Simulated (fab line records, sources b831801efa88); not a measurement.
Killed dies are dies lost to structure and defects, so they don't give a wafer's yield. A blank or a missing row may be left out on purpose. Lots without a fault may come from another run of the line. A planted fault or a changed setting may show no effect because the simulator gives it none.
One fault seen from 2 desks | flow gf180mcu | each desk has only its own numbers; what lay behind them comes last

THE TOOL OWNER'S DESK: cmp-02
The tool's own readings at GF_V3_CMP_04 (polishes SiO2): means of the sampled wafers that have a number, for each lot that ran on this tool. A lot is out of limits, marked OUT, if its mean lies more than 4 standard deviations from the usual mean; the brackets give that distance.
Columns: A = motor_current_A at GF_V3_CMP_04, usual 12.3 A; B = platen_rpm at GF_V3_CMP_04, usual 60.00 rpm; C = time_to_endpoint_s at GF_V3_CMP_04, usual 80 s
lot  | first seen here | A    | B               | C
L270 | day 22 13:01    | 11.5 | 59.99           | 74
L272 | day 23 04:47    | 12.5 | 59.96           | 75
L280 | day 25 18:32    | 12.5 | 60.03           | 83
L283 | day 26 22:58    | 12.1 | 57.97 (-48) OUT | 75
This desk's finding: out of limits on L283; first on L283, day 26 22:58 (platen_rpm at GF_V3_CMP_04). In limits: L270, L272, L280.

THE METROLOGY DESK
What the gauges read, lot by lot, whatever tool the lot ran on: means of the sampled wafers that have a number. A lot is out of limits, marked OUT, if its mean lies more than 4 standard deviations from the usual mean; the brackets give that distance.
Columns: A = cd_nm at GF_M3_CD_MEAS_14, usual 280.3 nm
lot  | first seen here | A
L270 | day 22 11:56    | 280.5
L271 | day 22 19:14    | 279.2
L272 | day 23 03:37    | 279.9
L273 | day 23 10:04    | 278.2
L274 | day 23 19:03    | 279.8
L280 | day 25 17:19    | 279.8
L283 | day 26 21:40    | 284.1
L285 | day 27 09:34    | 279.0
L286 | day 27 16:43    | 281.1
L288 | day 28 06:01    | 279.1
L291 | day 29 03:44    | 280.6
L292 | day 29 08:02    | 280.6
This desk's finding: nothing out of limits on any of the 12 lots.

PUT TOGETHER
The tool owner's desk could have raised an alarm at day 26 22:58, on L283.
The metrology desk saw nothing out of limits.
The metrology desk has L283 on record, within its limits.
Of the lots named, all ran GF_V3_CMP_04 on cmp-02.

WHAT THE SIMULATOR HAD PUT IN
Process parameter drift: cmp-02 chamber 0, from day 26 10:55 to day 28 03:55, at GF_V3_CMP_04. Setting platen_rpm, moved by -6, from 60. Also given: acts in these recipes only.
Lots struck among those shown: L283.
Hours from the fault's start to each desk's first reading out of limits: the tool owner's desk, 12.
